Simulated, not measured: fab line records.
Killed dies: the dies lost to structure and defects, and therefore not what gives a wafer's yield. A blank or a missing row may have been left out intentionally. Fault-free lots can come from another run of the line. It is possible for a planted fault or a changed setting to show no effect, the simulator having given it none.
The same fault as seen by 2 desks || flow gf180mcu || each desk holds nothing but its own numbers, with what lay behind them at the end

## FOR THE TOOL OWNER'S DESK: rie-diel-03
The tool's own readings at GF_HV_LDD_ETCHBACK_58 (etches Si3N4 in CH3F/O2, stops on SiO2, time 100 s, target depth 90 nm): means of the sampled wafers that have a number, for each lot that ran on this tool. The brackets show how far a lot's mean lies from the usual mean; more than 4 standard deviations puts the lot out of limits, marked OUT.
Columns: A = drypump-motor-current-A at GF_HV_LDD_ETCHBACK_58, usual 5.8 A; B = oes-product-au at GF_HV_LDD_ETCHBACK_58, usual 0.845 a.u.; C = throttle-valve-pct at GF_HV_LDD_ETCHBACK_58, usual 10.561 %
{"lot": "L379", "first seen here": "day 14 03:53", "A": 5.9, "B": 0.849, "C": 10.561}
{"lot": "L383", "first seen here": "day 15 16:11", "A": 5.6, "B": 0.846, "C": 10.555}
{"lot": "L385", "first seen here": "day 16 16:49", "A": 5.8, "B": 0.845, "C": 10.558}
{"lot": "L397", "first seen here": "day 20 07:20", "A": 5.6, "B": 0.844, "C": 10.564}
Finding of this desk: none of the 4 lots has anything out of limits.

## METROLOGY DESK
What the gauges read, lot by lot, whatever tool the lot ran on: means of the sampled wafers that have a number. The brackets show how far a lot's mean lies from the usual mean; more than 4 standard deviations puts the lot out of limits, marked OUT. It has 12 readings; the 7 that lie furthest out on some lot are the ones shown.
Columns: A = cd-nm at GF_HV_LDD_CD_MEAS_46, usual 399.9 nm; B = HV_LDD_4_TW at GF_HV_LDD_TW_MEAS_50, usual 574.0; C = HV_LDD_RS at GF_HV_LDD_RS_MEAS_53, usual 417.9 ohm/sq; D = HV_LDD_CVD_54_THK at GF_HV_LDD_THK_MEAS_55, usual 10.09 nm; E = cd-nm at GF_NSD_CD_MEAS_07, usual 399.3 nm; F = NSD_TW at GF_NSD_TW_MEAS_12, usual 4269; G = cd-nm at GF_PSD_CD_MEAS_07, usual 399.8 nm
{"lot": "L379", "first seen here": "day 14 00:38", "A": 403.5, "B": 577.5, "C": 417.1, "D": 10.20, "E": 402.0, "F": 4252, "G": 399.3}
{"lot": "L383", "first seen here": "day 15 12:58", "A": 400.0, "B": 580.0, "C": 417.9, "D": 10.19, "E": 399.4, "F": 4268, "G": 398.9}
{"lot": "L385", "first seen here": "day 16 11:55", "A": 399.9, "B": 573.8, "C": 419.1, "D": 10.08, "E": 397.6, "F": 4280, "G": 396.9}
{"lot": "L390", "first seen here": "day 17 19:31", "A": 398.6, "B": 570.8, "C": 418.6, "D": 10.08, "E": 396.8, "F": 4311, "G": 399.6}
{"lot": "L396", "first seen here": "day 19 18:10", "A": 398.6, "B": 574.4, "C": 418.3, "D": 10.33, "E": 399.2, "F": 4251, "G": 401.4}
{"lot": "L397", "first seen here": "day 20 04:05", "A": 402.8, "B": 573.0, "C": 416.0, "D": 10.14, "E": 401.4, "F": 4310, "G": 398.2}
Finding of this desk: none of the 6 lots has anything out of limits.

## BROUGHT TOGETHER
The tool owner's desk saw nothing out of limits.
Nothing out of limits was seen by the metrology desk.

## WHAT HAD BEEN PUT IN BY THE SIMULATOR
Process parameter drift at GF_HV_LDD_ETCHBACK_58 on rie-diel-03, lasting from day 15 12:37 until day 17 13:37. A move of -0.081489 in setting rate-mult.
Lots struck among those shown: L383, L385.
